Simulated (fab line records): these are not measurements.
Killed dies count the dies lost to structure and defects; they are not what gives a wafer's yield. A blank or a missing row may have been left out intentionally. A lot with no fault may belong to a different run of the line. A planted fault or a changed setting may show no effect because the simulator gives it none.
fab line records	flow sky130
record lots=14	wafers=42	last_day=50
route steps=708 shown PWDE@52 VT_ADJUST_LVTN@116 VT_ADJUST_PCH@153 SONOS_ONO@182 PAD_OPEN@708
lots with no fault: from the same line, run without faults
start_h: hours from the record's first day to the start of the lot's first wafer shown	wait_h: time in hours since the lot's previous step	" repeats the value in the row above	L1.1+2: several wafers, shown together as one row	- no value, or no start given	* or withheld: withheld	< > ~ a bound
route shown NAME@n: names a module that has steps shown in the file, with the first one's number in the route	usual: mean/standard deviation taken from wafers without a fault	same: alike in all rows	chamber/n: place in a boat	sites: each site's reading	_std_site: how widely they spread, as a standard deviation	_edge_site: the outer-site mean with the inner-site mean subtracted	radius_mm: for every site, how far away it sits from the centre of the wafer	mask NAME#n: copy n	behind: the tool/chamber that last shaped the wafer	hold: what put the lot on hold/how long, in hours/how the hold closed	device: whichever transistor did not switch (one of n, p or np)	end of line: tests run on the same wafers once the route is complete	for a step that has no rows: nothing shown but its recipe	killed: dies that structure and defects cost at the first sort, which is not the same as the wafer's yield	map: the dies of a wafer, with x for killed, . for not killed, _ for no die there
set.NAME: the run value of the setting; set.NAME@STEP: its run value at that earlier step	model.NAME: the simulator's own value behind a step, which no gauge read
steps of the route over a sample of lots; a table a step, a row a wafer
services: a tool's chamber out of use, with start hour (start_h, from the record's first day; less than 0 if before it), hours out, and reason
## steps
# step SKY_PWDE_OVL_MEAS_07
# usual PWDE_OVL=-1.4/1.5
lot.wafer	tool	chamber	start_h	wait_h	PWDE_OVL[nm]
L332.2	overlay-01	-	71.13	-	-2.1
L332.5	"	-	"	"	-0.5
L332.6	"	-	"	"	-0.3
L333.3	overlay-02	-	81.92	-	-1.6
L333.5	"	-	"	"	0.5
L333.6	"	-	"	"	0.2
L334.2	overlay-01	-	83.03	-	-3.3
L334.3	"	-	"	"	-2.6
L334.5	"	-	"	"	-1.8
L335.2	overlay-02	-	88.83	-	-1.4
L335.3	"	-	"	"	-3.8
L335.4	"	-	"	"	-1.3
L336.2	overlay-02	-	92.23	-	0.7
L336.4	"	-	"	"	0.4
L336.6	"	-	"	"	2.5
L339.1	overlay-01	-	107.37	-	-2.5
L339.2	"	-	"	"	-3.0
L339.5	"	-	"	"	-2.7
L345.1	overlay-02	-	147.51	-	-0.6
L345.5	"	-	"	"	-0.8
L345.6	"	-	"	"	1.3
L346.1	overlay-02	-	152.52	-	-1.3
L346.3	"	-	"	"	-1.5
L346.4	"	-	"	"	-1.4
L347.2	overlay-01	-	156.42	-	1.8
L347.3	"	-	"	"	-1.1
L347.4	"	-	"	"	-0.7
L350.1	overlay-01	-	168.71	-	-2.8
L350.3	"	-	"	"	-2.6
L350.5	"	-	"	"	-2.4
L351.3	overlay-01	-	178.12	-	-1.9
L351.4	"	-	"	"	-1.9
L351.6	"	-	"	"	-2.3
L352.1	overlay-02	-	183.36	-	-1.1
L352.5	"	-	"	"	-0.9
L352.6	"	-	"	"	1.8
L353.1	overlay-02	-	187.87	-	1.2
L353.4	"	-	"	"	-0.2
L353.5	"	-	"	"	0.6
L355.3	overlay-02	-	196.44	-	-2.6
L355.5	"	-	"	"	-1.8
L355.6	"	-	"	"	-2.0
# step SKY_VT_ADJUST_LVTN_IMPLANT_19
# recipe species=B	energy_kev=30	dose_cm2=6.5e+11	tilt_deg=withheld
lot.wafer	tool	chamber	start_h	wait_h
L332.2+5+6	implanter-04	0	161.25	0.0
L333.3+5+6	implanter-02	0	174.98	0.1
L334.2+3+5	implanter-04	0	175.95	0.0
L335.2+3+4	implanter-04	0	183.84	0.0
L336.2+4+6	implanter-04	0	188.23	0.0
L339.1+2+5	implanter-04	0	206.58	0.0
L345.1+5+6	implanter-04	0	257.31	0.0
L346.1+3+4	implanter-04	0	263.64	0.0
L347.2+3+4	implanter-01	0	268.28	0.0
L350.1+3+5	implanter-02	0	284.06	0.0
L351.3+4+6	implanter-02	0	295.14	0.1
L352.1+5+6	implanter-01	0	301.74	0.0
L353.1+4+5	implanter-02	0	307.74	0.0
L355.3+5+6	implanter-01	0	318.76	0.1
# step SKY_VT_ADJUST_LVTN_TW_MEAS_21
# usual VT_ADJUST_LVTN_2_TW=190.0/1.6
lot.wafer	tool	chamber	start_h	wait_h	VT_ADJUST_LVTN_2_TW
L332.2	film_metro-02	-	161.53	0.1	191.6
L332.5	"	-	"	"	191.5
L332.6	"	-	"	"	193.7
L333.3	film_metro-03	-	175.20	0.1	188.5
L333.5	"	-	"	"	188.3
L333.6	"	-	"	"	187.9
L334.2	film_metro-02	-	176.19	0.1	191.3
L334.3	"	-	"	"	190.6
L334.5	"	-	"	"	189.9
L335.2	film_metro-01	-	184.07	0.1	190.7
L335.3	"	-	"	"	191.9
L335.4	"	-	"	"	191.2
L336.2	film_metro-02	-	188.47	0.1	190.8
L336.4	"	-	"	"	190.5
L336.6	"	-	"	"	192.4
L339.1	film_metro-03	-	206.83	0.1	187.6
L339.2	"	-	"	"	187.6
L339.5	"	-	"	"	188.1
L345.1	film_metro-01	-	257.56	0.1	176.9
L345.5	"	-	"	"	176.5
L345.6	"	-	"	"	176.5
L346.1	film_metro-02	-	263.89	0.1	176.7
L346.3	"	-	"	"	175.6
L346.4	"	-	"	"	176.4
L347.2	film_metro-01	-	268.52	0.1	189.9
L347.3	"	-	"	"	190.8
L347.4	"	-	"	"	190.3
L350.1	film_metro-03	-	284.31	0.1	190.9
L350.3	"	-	"	"	190.6
L350.5	"	-	"	"	191.1
L351.3	film_metro-02	-	295.36	0.1	189.7
L351.4	"	-	"	"	189.7
L351.6	"	-	"	"	190.0
L352.1	film_metro-01	-	301.99	0.1	190.2
L352.5	"	-	"	"	191.2
L352.6	"	-	"	"	191.0
L353.1	film_metro-01	-	307.99	0.1	190.5
L353.4	"	-	"	"	190.8
L353.5	"	-	"	"	190.7
L355.3	film_metro-03	-	318.98	0.1	187.4
L355.5	"	-	"	"	186.9
L355.6	"	-	"	"	188.2
# step SKY_VT_ADJUST_PCH_TW_MEAS_10
# usual VT_ADJUST_PCH_TW=144.2/1.2
lot.wafer	tool	chamber	start_h	wait_h	VT_ADJUST_PCH_TW
L332.2	film_metro-02	-	227.24	0.1	144.8
L332.5	"	-	"	"	145.2
L332.6	"	-	"	"	145.5
L333.3	film_metro-04	-	242.02	0.1	142.5
L333.5	"	-	"	"	142.8
L333.6	"	-	"	"	142.5
L334.2	film_metro-02	-	242.36	0.1	144.9
L334.3	"	-	"	"	143.9
L334.5	"	-	"	"	144.6
L335.2	film_metro-02	-	252.95	0.1	144.0
L335.3	"	-	"	"	144.4
L335.4	"	-	"	"	144.1
L336.2	film_metro-01	-	256.00	0.1	144.5
L336.4	"	-	"	"	144.6
L336.6	"	-	"	"	145.1
L339.1	film_metro-01	-	278.04	0.1	145.6
L339.2	"	-	"	"	144.8
L339.5	"	-	"	"	144.5
L345.1	film_metro-01	-	334.69	0.1	144.2
L345.5	"	-	"	"	144.1
L345.6	"	-	"	"	144.3
L346.1	film_metro-01	-	341.19	0.1	143.9
L346.3	"	-	"	"	143.3
L346.4	"	-	"	"	143.7
L347.2	film_metro-04	-	347.25	0.1	142.8
L347.3	"	-	"	"	142.1
L347.4	"	-	"	"	142.4
L350.1	film_metro-01	-	364.58	0.1	144.8
L350.3	"	-	"	"	143.3
L350.5	"	-	"	"	144.1
L351.3	film_metro-04	-	377.51	0.1	142.9
L351.4	"	-	"	"	142.8
L351.6	"	-	"	"	142.3
L352.1	film_metro-02	-	382.94	0.1	145.9
L352.5	"	-	"	"	145.7
L352.6	"	-	"	"	146.1
L353.1	film_metro-02	-	391.64	0.1	145.8
L353.4	"	-	"	"	145.3
L353.5	"	-	"	"	145.9
L355.3	film_metro-02	-	403.85	0.1	144.7
L355.5	"	-	"	"	145.5
L355.6	"	-	"	"	145.4
# step SKY_SONOS_ONO_OVL_MEAS_14
# usual SONOS_ONO_OVL=1.4/1.2
lot.wafer	tool	chamber	start_h	wait_h	SONOS_ONO_OVL[nm]
L332.2	overlay-02	-	281.15	0.1	1.5
L332.5	"	-	"	"	2.1
L332.6	"	-	"	"	1.7
L333.3	overlay-01	-	299.16	0.1	1.6
L333.5	"	-	"	"	-0.9
L333.6	"	-	"	"	2.3
L334.2	overlay-01	-	299.43	0.1	1.1
L334.3	"	-	"	"	1.0
L334.5	"	-	"	"	-0.1
L335.2	overlay-02	-	307.73	0.1	1.5
L335.3	"	-	"	"	0.3
L335.4	"	-	"	"	1.5
L336.2	overlay-01	-	310.63	0.1	1.7
L336.4	"	-	"	"	4.0
L336.6	"	-	"	"	0.9
L339.1	overlay-01	-	335.58	0.1	1.6
L339.2	"	-	"	"	0.0
L339.5	"	-	"	"	2.0
L345.1	overlay-01	-	395.13	0.1	-0.1
L345.5	"	-	"	"	-0.5
L345.6	"	-	"	"	0.3
L346.1	overlay-01	-	403.03	0.1	3.2
L346.3	"	-	"	"	3.4
L346.4	"	-	"	"	1.3
L347.2	overlay-01	-	412.43	0.1	1.4
L347.3	"	-	"	"	2.3
L347.4	"	-	"	"	1.8
L350.1	overlay-01	-	429.77	0.1	1.2
L350.3	"	-	"	"	2.3
L350.5	"	-	"	"	0.3
L351.3	overlay-02	-	443.20	0.1	1.7
L351.4	"	-	"	"	1.6
L351.6	"	-	"	"	2.0
L352.1	overlay-02	-	447.42	0.1	2.3
L352.5	"	-	"	"	1.2
L352.6	"	-	"	"	2.1
L353.1	overlay-02	-	457.69	0.1	0.2
L353.4	"	-	"	"	2.1
L353.5	"	-	"	"	2.2
L355.3	overlay-02	-	471.24	0.1	-1.1
L355.5	"	-	"	"	0.8
L355.6	"	-	"	"	-0.1
# step SKY_PAD_OPEN_PROBE_99
# usual killed_at_M0_to_M3=43/7.6	killed_at_M4_up=2.9/1.7	killed_at_contacts=24/5.5	killed_at_front_end=15/4.2	killed_at_other=0.3/0.52	killed_dies=86/9.4	killed_open=47/7	killed_short=39/6.4
# same gross_dies=492	killed_at_back_side=0
lot.wafer	tool	chamber	start_h	wait_h	killed_at_M0_to_M3	killed_at_M4_up	killed_at_contacts	killed_at_front_end	killed_at_other	killed_dies	killed_open	killed_short
L334.2	prober-01	-	1091.28	0.1	45	1	26	9	0	81	52	29
L334.3	prober-01	-	1091.33	0.2	46	5	26	14	1	92	55	37
L334.5	prober-01	-	1091.43	0.2	48	2	26	18	1	95	41	54
L336.2	prober-02	-	1100.92	0.1	41	2	34	20	2	99	57	42
L336.4	prober-02	-	1101.02	0.2	39	4	24	14	0	81	47	34
L336.6	prober-02	-	1101.12	0.2	52	3	26	8	0	89	49	40
L339.1	prober-01	-	1120.98	0.1	53	1	15	16	1	86	41	44
L339.2	prober-01	-	1121.03	0.1	37	3	14	20	1	75	29	45
L339.5	prober-01	-	1121.18	0.2	48	2	27	10	1	88	52	35
# killed by level:class
L334.2 VIA1:geometric_particle:open=13 CONTACT:geometric_particle:open=10 LI_CONTACT:geometric_particle:open=9 VIA2:geometric_particle:open=9 METAL1:geometric_particle:short=6 VIA1:geometric_particle:short=6 LOCAL_INTERCONNECT:geometric_particle:short=4 FIELD_ISO:geometric_particle:open=3
L334.3 CONTACT:geometric_particle:open=10 LI_CONTACT:geometric_particle:open=10 VIA1:geometric_particle:open=10 VIA2:geometric_particle:open=9 FIELD_ISO:geometric_particle:short=5 METAL2:geometric_particle:short=5 VIA2:geometric_particle:short=4 METAL1:geometric_particle:short=4
L334.5 CONTACT:geometric_particle:open=11 VIA1:geometric_particle:short=10 VIA1:geometric_particle:open=9 METAL1:geometric_particle:short=7 LI_CONTACT:geometric_particle:open=6 CONTACT:geometric_particle:short=5 FIELD_ISO:geometric_particle:short=4 POLY_GATE:geometric_particle:short=4
L336.2 LI_CONTACT:geometric_particle:open=12 VIA3:geometric_particle:open=10 CONTACT:geometric_particle:short=9 FIELD_ISO:geometric_particle:short=7 CONTACT:geometric_particle:open=6 VIA1:geometric_particle:short=6 VIA1:geometric_particle:open=6 VIA2:geometric_particle:open=6
L336.4 CONTACT:geometric_particle:open=11 VIA1:geometric_particle:open=8 LI_CONTACT:geometric_particle:open=6 VIA3:geometric_particle:open=6 VIA2:geometric_particle:open=5 FIELD_ISO:geometric_particle:open=4 VIA1:geometric_particle:short=4 VIA2:geometric_particle:short=4
L336.6 CONTACT:geometric_particle:open=12 METAL1:geometric_particle:short=9 VIA1:geometric_particle:open=9 VIA3:geometric_particle:open=7 LOCAL_INTERCONNECT:geometric_particle:short=5 VIA2:geometric_particle:open=5 VIA1:geometric_particle:short=4 VIA3:geometric_particle:short=4
L339.1 METAL2:geometric_particle:short=9 METAL1:geometric_particle:short=7 CONTACT:geometric_particle:open=6 VIA1:geometric_particle:open=6 VIA2:geometric_particle:open=6 VIA2:geometric_particle:short=6 FIELD_ISO:geometric_particle:open=5 POLY_GATE:geometric_particle:open=5
L339.2 VIA1:geometric_particle:open=9 FIELD_ISO:geometric_particle:short=7 VIA1:geometric_particle:short=7 LOCAL_INTERCONNECT:geometric_particle:short=6 FIELD_ISO:geometric_particle:open=4 POLY_GATE:geometric_particle:short=4 METAL1:geometric_particle:short=4 VIA3:geometric_particle:short=3
L339.5 VIA1:geometric_particle:open=19 CONTACT:geometric_particle:open=7 LI_CONTACT:geometric_particle:open=6 LI_CONTACT:geometric_particle:short=5 VIA2:geometric_particle:open=5 LOCAL_INTERCONNECT:geometric_particle:short=5 METAL1:geometric_particle:short=5 VIA3:geometric_particle:open=5
## services
tool	chamber	start_h	hours	kind
implanter-01	-	144.19	8.0	repair
implanter-02	-	147.09	3.7	repair
implanter-02	-	252.25	2.7	repair
implanter-01	-	276.90	2.2	repair
implanter-04	-	306.91	4.4	pm
## key
first_sign step=SKY_VT_ADJUST_LVTN_TW_MEAS_21	reading=VT_ADJUST_LVTN_2_TW	direction=down	sigmas=8.6	usual=190.0	struck=176.4
effect none on later readings
met_at SKY_VT_ADJUST_LVTN_IMPLANT_19
struck_lots L345,L346
tester_left_out L345,L346
not_acting_at SKY_PWDE_OVL_MEAS_07,SKY_VT_ADJUST_PCH_TW_MEAS_10,SKY_SONOS_ONO_OVL_MEAS_14
onset_between 206.58 257.31
fault kind=process_parameter_drift	tool=implanter-04	chamber=-	onset_h=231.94	steps=SKY_VT_ADJUST_LVTN_IMPLANT_19	channel=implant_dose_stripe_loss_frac	offset=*	shape=step	end_h=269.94
# tester_left_out: of these lots the tester's yield and bins aren't shown, on N5 and GAA mostly nor the transistor test; their killed dies are dies lost to structure and defects alone, not to doping, threshold or leakage, so they don't give the yield
